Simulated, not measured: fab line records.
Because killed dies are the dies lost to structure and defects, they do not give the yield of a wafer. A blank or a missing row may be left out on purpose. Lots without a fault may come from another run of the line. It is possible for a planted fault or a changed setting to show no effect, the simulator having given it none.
2 desks, one fault | flow gf180mcu | only its own numbers are on each desk; what lay behind them is given at the end

AT THE TOOL OWNER'S DESK: litho_track-03
The tool's own readings at GF_TOP_METAL_COAT_09 (resist thk 1500 nm): means of the sampled wafers that have a number, for each lot that ran on this tool. Any lot whose mean is over 4 standard deviations away from the usual mean is out of limits and marked OUT; that distance is given in the brackets.
Columns: A = resist_line_temp_C at GF_TOP_METAL_COAT_09, usual 23.01 C; B = spin_speed_rpm at GF_TOP_METAL_COAT_09, usual 3000.1 rpm
lot  | first seen here | A     | B
L134 | day 30 23:45    | 22.98 | 3000.6
L144 | day 33 11:10    | 22.90 | 3065.1 (+31) OUT
L147 | day 34 02:30    | 23.04 | 3061.7 (+29) OUT
This desk's finding: out of limits on L144, L147; first on L144, day 33 11:10 (spin_speed_rpm at GF_TOP_METAL_COAT_09). Within limits: L134.

FROM THE METROLOGY DESK
What the gauges read for every lot (on any tool): the sampled wafers with a number, averaged. Any lot whose mean is over 4 standard deviations away from the usual mean is out of limits and marked OUT; that distance is given in the brackets.
Columns: A = V5_W_RS at GF_V5_RS_MEAS_24, usual 0.327 ohm/sq; B = V5_W_THK at GF_V5_THK_MEAS_25, usual 349 nm; C = TOP_METAL_ALCU_RS at GF_TOP_METAL_RS_MEAS_05, usual 0.0327 ohm/sq; D = TOP_METAL_ALCU_THK at GF_TOP_METAL_THK_MEAS_06, usual 905 nm; E = cd_nm at GF_TOP_METAL_CD_MEAS_14, usual 439.5 nm
lot  | first seen here | A     | B   | C      | D   | E
L124 | day 27 05:58    | 0.327 | 352 | 0.0327 | 908 | 440.3
L134 | day 30 14:25    | 0.326 | 348 | 0.0329 | 899 | 439.0
L137 | day 31 22:23    | 0.330 | 342 | 0.0326 | 907 | 439.4
L144 | day 33 03:11    | 0.326 | 348 | 0.0324 | 916 | 436.1
L143 | day 33 05:34    | 0.317 | 360 | 0.0333 | 888 | 438.1
L147 | day 33 18:31    | 0.321 | 352 | 0.0329 | 894 | 435.4
This desk's finding: nothing out of limits on any of the 6 lots.

TAKEN TOGETHER
The tool owner's desk had the chance to raise an alarm at day 33 11:10 on L144, L147.
At the metrology desk, nothing out of limits was observed.
The metrology desk holds a record of L144, L147, inside its limits.
Of the lots named, all ran GF_TOP_METAL_COAT_09 on litho_track-03.

WHAT HAD BEEN PUT IN BY THE SIMULATOR
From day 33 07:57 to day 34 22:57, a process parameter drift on litho_track-03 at GF_TOP_METAL_COAT_09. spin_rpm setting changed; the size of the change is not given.
Shown lots that were struck: L144, L147.
Time in hours from fault onset to the first out-of-limits reading at each desk: the tool owner's desk, 3.
